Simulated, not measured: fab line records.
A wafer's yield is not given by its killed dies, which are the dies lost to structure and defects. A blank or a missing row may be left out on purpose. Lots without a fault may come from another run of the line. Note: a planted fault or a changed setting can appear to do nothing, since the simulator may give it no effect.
A struck lot beside a sound one / flow sky130 / 18 steps out of a route of 708
Sound: these wafers, L123.2, L123.3, L123.5. Struck: wafer L140.5. (L140.4 of the same lot was not struck and is left out.) The cause comes at the end.
Order at every step that has rows: each side's tool, ch and its chambers, its first start. Under that, the readings that differ: sound wafers / struck wafers / difference of the means / sigmas: that difference in standard deviations of wafers without a fault.
alike: readings with means less than 2 such deviations apart, plus words and numbers identical on both sides. not compared: withheld readings, readings lacking a value on some wafer, bounds such as >300 that could conceal the same value, and numbers that have no deviation in the record and whose values overlap.
A row with sigmas, a row that says differs or no value, or rows on one side alone: a step with any of these is where the two part. When numbers do not overlap yet have no deviation, they are printed without sigmas and do not part them. A reading that every wafer of one side lacks parts them only if that side has two wafers or more.

first, 2 steps without rows for these wafers: SKY_CONTACT_PEB_12; SKY_CONTACT_DEVELOP_13 (develop time 60 s).
SKY_CONTACT_CD_MEAS_14 targets a cd of 170 nm.
  sound on cd sem-01 at day 30 06:01; struck on cd sem-01 at day 37 18:40
  alike: cd nm
SKY_CONTACT_OVL_MEAS_15:
  sound on overlay-01 at day 30 06:08; struck on overlay-01 at day 37 18:44
  alike: CONTACT_OVL
SKY_CONTACT_ETCH_16: etches BARC in N2/H2, stops on SiO2, time 45.9 s, target depth 60 nm.
  sound on rie diel-01 ch 1,3, day 30 06:10; struck on rie diel-01 ch 2, day 37 18:46
  alike: drypump motor current A, n2 flow sccm, oes product au, throttle valve pct
  not compared: rf hours counter h
SKY_CONTACT_ETCH_17: etches SiO2 in C4F8/O2/Ar, stops on Si3N4, target depth 340 nm.
  sound on rie diel-01 ch 1,3, day 30 06:12; struck on rie diel-01 ch 2, day 37 18:48
  alike: oes product au
SKY_CONTACT_ETCH_18: etches Si3N4 in CHF3/O2, stops on TiN, time 39 s, target depth 75 nm.
  sound on rie diel-01 ch 1,3; struck on rie diel-01 ch 2
reading=chf3 flow sccm (sccm); sound=49.93 50.06 49.61; struck=50.20; difference=+0.33; sigmas=+2
reading=oes product au (a.u.); sound=0.845 0.839 0.846; struck=0.866; difference=+0.023; sigmas=+4
  alike: drypump motor current A, throttle valve pct
  not compared: rf hours counter h
SKY_CONTACT_STRIP_19: strips in O2/N2.
  sound on plasma asher-04 ch 0,1, day 30 06:17; struck on plasma asher-03 ch 1, day 37 18:55
  alike: drypump motor current A, n2 flow sccm, oes product au, strip time to endpoint s
  not compared: rf hours counter h
then, 3 steps without rows for these wafers: SKY_CONTACT_STRIP_20 (strips in post etch residue remover, time 1200 s); SKY_CONTACT_CLEAN_21 (cleans in IPA, time 180 s); SKY_CONTACT_CLEAN_22 (cleans in O3/DIW).
SKY_CONTACT_SPUTTER_23: material TiN, target thk 20 nm, time 80 s.
  sound on pvd sputter-02 at day 30 06:56; struck on pvd sputter-01 at day 37 19:29
  alike: throttle valve pct
SKY_CONTACT_CVD_24: deposits W, target thk 340 nm, time 102.12 s.
  sound on cvd w-01 ch 0,1, day 30 06:59; struck on cvd w-02 ch 1, day 37 19:35
reading=model.W_of_CONTACT_CVD_24.thk nm (nm); sound=337 336.7 335.6; struck=283.7; difference=-52.7; sigmas=
  alike: heater power w, susceptor temp C
  not compared: since wet clean h
SKY_CONTACT_RS_MEAS_25: measures by four-point-probe.
  sound on film metro-04 at day 30 07:07; struck on film metro-03 at day 37 19:43
reading=CONTACT_W_RS (ohm/sq); sound=0.341 0.342 0.343; struck=0.405; difference=+0.063; sigmas=+19
SKY_CONTACT_THK_MEAS_26: measures by xrf.
  sound on film metro-04 at day 30 07:14; struck on film metro-03 at day 37 19:48
reading=CONTACT_W_THK (nm); sound=345 344 342; struck=286; difference=-58; sigmas=-13
SKY_CONTACT_CMP_27: polishes, stops on SiO2, t overpolish 15 s, target thk 0 nm.
  sound on cmp-01 ch 0,2, day 30 07:17; struck on cmp-01 ch 2, day 37 19:59
reading=time to endpoint s (s); sound=84 82 85; struck=70; difference=-14; sigmas=-5
  alike: motor current A
then, 1 step without rows for these wafers: SKY_METAL1_SPUTTER_00 (material Ti, target thk 15 nm, time 10 s).
-- the record jumps here: 13 days lie between the struck wafers' starts before and after (it left off in module METAL1 and takes up again in module PAD_OPEN, whose first step shown is number 708 of the route) --
SKY_PAD_OPEN_PROBE_99:
  record: rows for the struck wafers here (prober-02, day 50 09:01), none for the sound ones

WHERE THEY PART
Last at SKY_PAD_OPEN_PROBE_99 as far as this record goes, first at SKY_CONTACT_ETCH_18.

WHY: whatever the simulator had introduced
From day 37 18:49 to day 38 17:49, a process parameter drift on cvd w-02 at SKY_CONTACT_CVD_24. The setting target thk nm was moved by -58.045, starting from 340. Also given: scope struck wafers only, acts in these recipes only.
